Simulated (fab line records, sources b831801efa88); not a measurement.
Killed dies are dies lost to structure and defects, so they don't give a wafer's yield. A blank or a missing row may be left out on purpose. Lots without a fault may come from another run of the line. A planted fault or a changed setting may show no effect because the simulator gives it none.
fab line records | flow sky130
record lots=5 wafers=15 last_day=51
route steps=708 shown LDD_HVP@281 LDD_LDN@289
lots that met no fault: from a run of the same line without faults
start_h: hours from the record's first day to the start of the lot's first wafer shown | wait_h: hours since the lot's step before | " the same as in the row above | L1.1+2: a row that stands for several wafers | - no value, or no start given | * or withheld: withheld | < > ~ a bound
route shown NAME@n: a module of which the file shows steps, and the number in the route of the first | usual: mean/standard deviation of fault-free wafers | same: alike in all rows | chamber/n: place in a boat | sites: the reading at each site | _std_site: their standard deviation | _edge_site: outer sites' mean less inner sites' | radius_mm: how far each site lies from the wafer's centre | mask NAME#n: copy n | behind: the tool/chamber that last shaped the wafer | hold: why the lot was held/for how many hours/how that ended | device: the transistor (n, p or np) that didn't switch | end of line: the same wafers' tests at the end of the route | a step without rows: its recipe alone | killed: dies lost to structure and defects at the first sort, not the wafer's yield | map: a wafer's dies, x killed, . not, _ none there
set.NAME: the setting as run; set.NAME@STEP: as run at that earlier step | model.NAME: the simulator's own value behind a step, which no gauge read
lots at some steps of the route; a table a step, a row a wafer
services: from which hour (start_h, from the record's first day; less than 0 if before it) a tool's chamber was out of use, for how many hours, and why
## steps
# step SKY_LDD_HVP_SOFTBAKE_03
# recipe temp_c=90 time_s=60 resist=NOVOLAK
# step SKY_LDD_HVP_EXPOSE_04
# recipe mask_id=HVPTM na=0.6 source_shape=conventional sigma_outer=0.6 polarization=unpolarized target_cd_nm=700 dose_mj=86
# step SKY_LDD_HVP_PEB_05
# recipe temp_c=withheld time_s=* resist=NOVOLAK
# step SKY_LDD_HVP_DEVELOP_06
# recipe resist=NOVOLAK developer=TMAH develop_time_s=60 dev_temp_c=23
# step SKY_LDD_HVP_OVL_MEAS_07
# usual LDD_HVP_OVL=0.0/1.4
# columns lot.wafer tool chamber start_h wait_h LDD_HVP_OVL[nm]
L634.1 overlay-01 - 564.60 0.2 -1.0
L634.3 " - " " -2.3
L634.4 " - " " 0.8
L637.1 overlay-01 - 584.52 0.1 0.0
L637.3 " - " " -0.3
L637.5 " - " " -0.8
L639.2 overlay-01 - 596.43 0.1 0.1
L639.3 " - " " 0.2
L639.4 " - " " -0.5
L641.2 overlay-02 - 632.53 0.1 2.4
L641.3 " - " " 1.2
L641.6 " - " " 1.9
L651.2 overlay-01 - 705.65 0.1 -1.7
L651.3 " - " " -2.4
L651.5 " - " " -2.5
# step SKY_LDD_HVP_IMPLANT_08
# recipe species=B energy_kev=20 dose_cm2=1.7e+13 tilt_deg=17.9
# step SKY_LDD_HVP_STRIP_09
# recipe chemistry=O2/N2 power_w=1400 pressure_mtorr=1500 platen_temp_c=withheld o2_flow_sccm=3000 n2_flow_sccm=300 overash_fraction=0.5
# usual drypump_motor_current_A=5.9/0.48 oes_product_au=0.409/0.0047 strip_time_to_endpoint_s=4.135/0.014
# columns lot.wafer tool chamber start_h wait_h drypump_motor_current_A oes_product_au rf_hours_counter_h strip_time_to_endpoint_s
L634.1 plasma_asher-02 1 564.86 0.1 5.4 0.419 12 4.123
L634.3 " 0 " " 5.4 0.405 - 4.125
L634.4 " 1 " " 5.4 0.408 - 4.116
L637.1 plasma_asher-01 1 584.71 0.1 6.5 0.404 48 4.139
L637.3 " 1 " " 6.5 0.414 - 4.150
L637.5 " 0 " " 6.4 0.409 - 4.146
L639.2 plasma_asher-04 1 596.61 0.1 5.6 0.403 91 4.142
L639.3 " 0 " " 5.5 0.403 - 4.145
L639.4 " 1 " " 5.6 0.415 - 4.149
L641.2 plasma_asher-02 1 632.71 0.1 5.4 0.411 19 4.112
L641.3 " 0 " " 5.5 0.410 - 4.125
L641.6 " 0 " " 5.4 0.403 - 4.127
L651.2 plasma_asher-04 0 705.83 0.1 5.5 0.407 103 4.124
L651.3 " 0 " " 5.5 0.408 - 4.120
L651.5 " 1 " " 5.6 0.405 - 4.139
# step SKY_LDD_HVP_TW_MEAS_10
# usual LDD_HVP_TW=458/5.5
# columns lot.wafer tool chamber start_h wait_h LDD_HVP_TW
L634.1 film_metro-02 - 564.96 0.1 462
L634.3 " - " " 462
L634.4 " - " " 463
L637.1 film_metro-02 - 584.81 0.1 459
L637.3 " - " " 460
L637.5 " - " " 459
L639.2 film_metro-01 - 596.72 0.1 450
L639.3 " - " " 448
L639.4 " - " " 449
L641.2 film_metro-01 - 632.82 0.1 445
L641.3 " - " " 446
L641.6 " - " " 447
L651.2 film_metro-01 - 705.94 0.1 448
L651.3 " - " " 449
L651.5 " - " " 449
# step SKY_LDD_LDN_DEHYDRATE_00
# recipe temp_c=200 time_s=60
# step SKY_LDD_LDN_HMDS_01
# recipe prime_time_s=60 prime_temp_c=120
# step SKY_LDD_LDN_COAT_02
# recipe resist=NOVOLAK spin_rpm=3000 resist_thk_nm=1140
# step SKY_LDD_LDN_SOFTBAKE_03
# recipe temp_c=90 time_s=60 resist=NOVOLAK
# step SKY_LDD_LDN_EXPOSE_04
# recipe mask_id=LDNTM na=0.6 source_shape=conventional sigma_outer=0.6 polarization=unpolarized target_cd_nm=700 dose_mj=140
# usual exposure_dose_mJ_cm2=139.98/0.15 reticle_temp_C=22.99/0.1
# columns lot.wafer tool chamber start_h wait_h mask exposure_dose_mJ_cm2 reticle_temp_C
L634.1 iline_stepper-01 0 579.79 - LDNTM#0 140.22 22.78
L634.3 " 0 " " LDNTM#0 140.06 23.16
L634.4 " 0 " " LDNTM#0 139.66 22.86
L637.1 iline_stepper-02 0 600.27 - LDNTM#0 139.78 22.82
L637.3 " 0 " " LDNTM#0 139.95 22.87
L637.5 " 0 " " LDNTM#0 139.90 23.00
L639.2 iline_stepper-02 0 611.71 - HVPTM#0 140.12 22.81
L639.3 " 0 " " HVPTM#0 140.04 23.05
L639.4 " 0 " " HVPTM#0 139.93 22.98
L641.2 iline_stepper-02 0 647.31 - LDNTM#0 140.09 23.03
L641.3 " 0 " " LDNTM#0 140.07 23.00
L641.6 " 0 " " LDNTM#0 140.20 22.91
L651.2 iline_stepper-01 0 720.56 - LDNTM#0 139.96 23.02
L651.3 " 0 " " LDNTM#0 139.82 23.15
L651.5 " 0 " " LDNTM#0 140.02 23.19
# step SKY_LDD_LDN_PEB_05
# recipe temp_c=withheld time_s=* resist=NOVOLAK
# step SKY_LDD_LDN_DEVELOP_06
# recipe resist=NOVOLAK developer=TMAH develop_time_s=60 dev_temp_c=23
# step SKY_LDD_LDN_OVL_MEAS_07
# usual LDD_LDN_OVL=-0.5/1.4
# columns lot.wafer tool chamber start_h wait_h LDD_LDN_OVL[nm]
L634.1 overlay-01 - 594.79 0.1 -0.4
L634.3 " - " " 2.4
L634.4 " - " " 0.6
L637.1 overlay-02 - 614.26 0.1 -0.8
L637.3 " - " " -1.8
L637.5 " - " " -0.4
L639.2 overlay-02 - 626.89 0.1 -
L639.3 " - " " -
L639.4 " - " " -
L641.2 overlay-01 - 662.02 0.1 0.8
L641.3 " - " " 1.6
L641.6 " - " " 0.1
L651.2 overlay-02 - 733.70 0.1 -1.6
L651.3 " - " " -2.4
L651.5 " - " " 0.1
# step SKY_LDD_LDN_IMPLANT_08
# recipe species=As energy_kev=15 dose_cm2=1.25e+13 tilt_deg=withheld rotation_deg=23
# step SKY_LDD_LDN_IMPLANT_09
# recipe species=As energy_kev=15 dose_cm2=1.25e+13 tilt_deg=withheld rotation_deg=113
# step SKY_LDD_LDN_IMPLANT_10
# recipe species=As energy_kev=15 dose_cm2=1.25e+13 tilt_deg=withheld rotation_deg=203
# step SKY_LDD_LDN_IMPLANT_11
# recipe species=As energy_kev=15 dose_cm2=1.25e+13 tilt_deg=withheld rotation_deg=293
# step SKY_LDD_LDN_STRIP_12
# recipe chemistry=O2/N2 power_w=1400 pressure_mtorr=1500 platen_temp_c=withheld o2_flow_sccm=3000 n2_flow_sccm=300 overash_fraction=0.5
# usual drypump_motor_current_A=5.9/0.45 oes_product_au=0.716/0.0048 strip_time_to_endpoint_s=14.19/0.046
# columns lot.wafer tool chamber start_h wait_h drypump_motor_current_A oes_product_au rf_hours_counter_h strip_time_to_endpoint_s
L634.1 plasma_asher-04 0 595.42 0.1 5.5 0.716 91 14.19
L634.3 " 1 " " 5.6 0.717 - 14.21
L634.4 " 0 " " 5.5 0.717 - 14.21
L637.1 plasma_asher-04 0 614.90 0.1 5.5 0.714 93 14.17
L637.3 " 1 " " 5.6 0.714 - 14.26
L637.5 " 0 " " 5.5 0.715 - 14.23
L639.2 plasma_asher-01 1 627.52 0.1 6.5 0.713 52 14.15
L639.3 " 1 " " 6.5 0.721 - 14.15
L639.4 " 0 " " 6.4 0.722 - 14.22
L641.2 plasma_asher-04 1 662.65 0.1 5.6 0.721 98 14.16
L641.3 " 1 " " 5.6 0.718 - 14.20
L641.6 " 1 " " 5.6 0.717 - 14.18
L651.2 plasma_asher-01 1 734.33 0.1 6.5 0.726 63 14.15
L651.3 " 0 " " 6.4 0.714 - 14.17
L651.5 " 1 " " 6.5 0.715 - 14.20
# step SKY_LDD_LDN_TW_MEAS_13
# usual LDD_LDN_TW=1476/18
# columns lot.wafer tool chamber start_h wait_h LDD_LDN_TW
L634.1 film_metro-02 - 595.52 0.1 1493
L634.3 " - " " 1482
L634.4 " - " " 1489
L637.1 film_metro-03 - 615.00 0.1 1485
L637.3 " - " " 1492
L637.5 " - " " 1497
L639.2 film_metro-01 - 627.63 0.1 29
L639.3 " - " " 29
L639.4 " - " " 29
L641.2 film_metro-01 - 662.76 0.1 1462
L641.3 " - " " 1464
L641.6 " - " " 1460
L651.2 film_metro-01 - 734.44 0.1 1450
L651.3 " - " " 1457
L651.5 " - " " 1457
# step SKY_LDD_LDN_CLEAN_14
# recipe chemistry=SC1/SC2 mix=1:4:20 temp_c=70 time_s=150 dry=n2_spin
## services
# columns tool chamber start_h hours kind
iline_stepper-02 0 562.71 - calibration
plasma_asher-01 - 568.57 0.5 repair
plasma_asher-04 - 585.79 2.8 pm
iline_stepper-01 - 598.81 1.7 pm
iline_stepper-02 - 633.71 1.7 pm
plasma_asher-01 - 638.94 0.8 repair
plasma_asher-02 - 655.33 14.6 pm
iline_stepper-01 - 678.20 20.0 repair
iline_stepper-01 0 689.40 - calibration
plasma_asher-04 - 710.14 1.0 repair
plasma_asher-04 - 733.75 9.0 pm
plasma_asher-04 0 733.75 9.0 vent_cycle
plasma_asher-04 1 733.75 9.0 vent_cycle
## key
first_sign step=SKY_LDD_LDN_EXPOSE_04 reading=mask direction=changed
effect step=SKY_LDD_LDN_OVL_MEAS_07 reading=LDD_LDN_OVL direction=missing
effect step=SKY_LDD_LDN_TW_MEAS_13 reading=LDD_LDN_TW direction=down sigmas=79 usual=1476 struck=29
met_at SKY_LDD_LDN_EXPOSE_04
struck_wafers L639.2,L639.3,L639.4
sort_left_out L639.2,L639.3,L639.4
tester_left_out L639
onset_between 600.27 611.71
fault kind=wrong_mask tool=any chamber=- onset_h=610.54 steps=SKY_LDD_LDN_EXPOSE_04 aux_copy=HVPTM#0 scope=struck_lots_only
# tester_left_out: of these lots the tester's yield and bins aren't shown, on N5 and GAA mostly nor the transistor test; their killed dies are dies lost to structure and defects alone, not to doping, threshold or leakage, so they don't give the yield
# sort_left_out: the simulated sort isn't trusted on such a fault, so these wafers' sort isn't shown, and their yield isn't known
